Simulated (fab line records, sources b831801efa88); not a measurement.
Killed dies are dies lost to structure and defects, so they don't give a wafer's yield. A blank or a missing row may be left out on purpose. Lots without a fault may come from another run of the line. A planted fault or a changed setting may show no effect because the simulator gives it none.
Tool commonality check | flow sky130 | 12 lots, 36 wafers sampled

WHY IT WAS OPENED
At SKY_POLY_GATE_THK_MEAS_01 the reading POLY_GATE_CVD_00_THK is flagged on 1 of 12 lots. Wafers without a fault read 181.1 nm, standard deviation 1.5.
Rule: a lot is flagged when every wafer of it that has a number lies more than 4 standard deviations from that mean, or none has a number. The other lots count as sound.

lot  | measured     | on            | POLY_GATE_CVD_00_THK (nm), wafer by wafer | flag
L197 | day 15 01:02 | film_metro-03 | 182.7 182.1 181.1                         |
L198 | day 15 06:40 | film_metro-03 | 182.2 183.5 182.1                         |
L199 | day 15 19:20 | film_metro-04 | 181.5 181.2 181.7                         |
L201 | day 16 12:07 | film_metro-02 | 180.3 179.5 180.3                         |
L202 | day 16 18:49 | film_metro-02 | 181.5 182.2 182.1                         |
L204 | day 17 16:40 | film_metro-03 | 167.4 166.0 165.5                         | FLAGGED
L212 | day 20 12:38 | film_metro-03 | 181.1 180.1 180.1                         |
L213 | day 20 19:10 | film_metro-03 | 182.6 182.5 182.0                         |
L214 | day 22 00:43 | film_metro-02 | 179.2 179.4 178.2                         |
L216 | day 22 01:56 | film_metro-03 | 182.3 183.5 183.1                         |
L215 | day 22 03:11 | film_metro-02 | 182.6 180.2 181.9                         |
L217 | day 22 09:35 | film_metro-03 | 183.7 183.1 182.5                         |
The numbers of the flagged lots are 166.3 nm on average: -14.8 nm against the usual, or -10 standard deviations.

WHICH TOOL RAN EACH LOT
The record holds 1 process step before the reading, out of a route of 708 steps. In each cell: the tool, then ch and the chambers that the sampled wafers went through, then the start.
lot  | flag    | SKY_POLY_GATE_CVD_00
L197 |         | lpcvd-01 ch 1, day 14 23:14
L198 |         | lpcvd-01 ch 1, day 15 04:52
L199 |         | lpcvd-01 ch 0, day 15 18:08
L201 |         | lpcvd-01 ch 1, day 16 10:55
L202 |         | lpcvd-01 ch 1, day 16 17:36
L204 | FLAGGED | lpcvd-01 ch 1, day 17 15:27
L212 |         | lpcvd-01 ch 0, day 20 11:26
L213 |         | lpcvd-01 ch 1, day 20 17:58
L214 |         | lpcvd-01 ch 0, day 21 23:31
L216 |         | lpcvd-01 ch 0, day 22 00:43
L215 |         | lpcvd-01 ch 0, day 22 01:58
L217 |         | lpcvd-01 ch 0, day 22 08:23
What these steps do:
- SKY_POLY_GATE_CVD_00: deposits poly-Si, target thk 180 nm, time 720 s.
- SKY_POLY_GATE_THK_MEAS_01

FLAGGED OVER TOTAL, TOOL BY TOOL (the gauges that took the reading come last)
step                      | tool          | lots run | flagged | share of the flagged lots | sound lots run after its first flagged lot
SKY_POLY_GATE_CVD_00      | lpcvd-01      | 12       | 1       | all                       | 6 (L212,L213,L214,L216,L215,L217)
SKY_POLY_GATE_THK_MEAS_01 | film_metro-02 | 4        | 0       | none                      | -
SKY_POLY_GATE_THK_MEAS_01 | film_metro-03 | 7        | 1       | all                       | 4 (L212,L213,L216,L217)
SKY_POLY_GATE_THK_MEAS_01 | film_metro-04 | 1        | 0       | none                      | -

WHAT THE TABLE ALLOWS
2 rows of the table ran every flagged lot: lpcvd-01 at SKY_POLY_GATE_CVD_00, film_metro-03 at SKY_POLY_GATE_THK_MEAS_01.
- lpcvd-01 at SKY_POLY_GATE_CVD_00: 1 of its 12 lots flagged. Sound lots ran on it after the first flagged one (L212, L213, L214, L216, L215, L217), which a lasting fault on the whole tool wouldn't allow.
- film_metro-03 at SKY_POLY_GATE_THK_MEAS_01: 1 of its 7 lots flagged. Sound lots ran on it after the first flagged one (L212, L213, L216, L217), which a lasting fault on the whole tool wouldn't allow.
No row of the table ran every flagged lot and no sound lot after the first.

WHAT THE SIMULATOR HAD PUT IN
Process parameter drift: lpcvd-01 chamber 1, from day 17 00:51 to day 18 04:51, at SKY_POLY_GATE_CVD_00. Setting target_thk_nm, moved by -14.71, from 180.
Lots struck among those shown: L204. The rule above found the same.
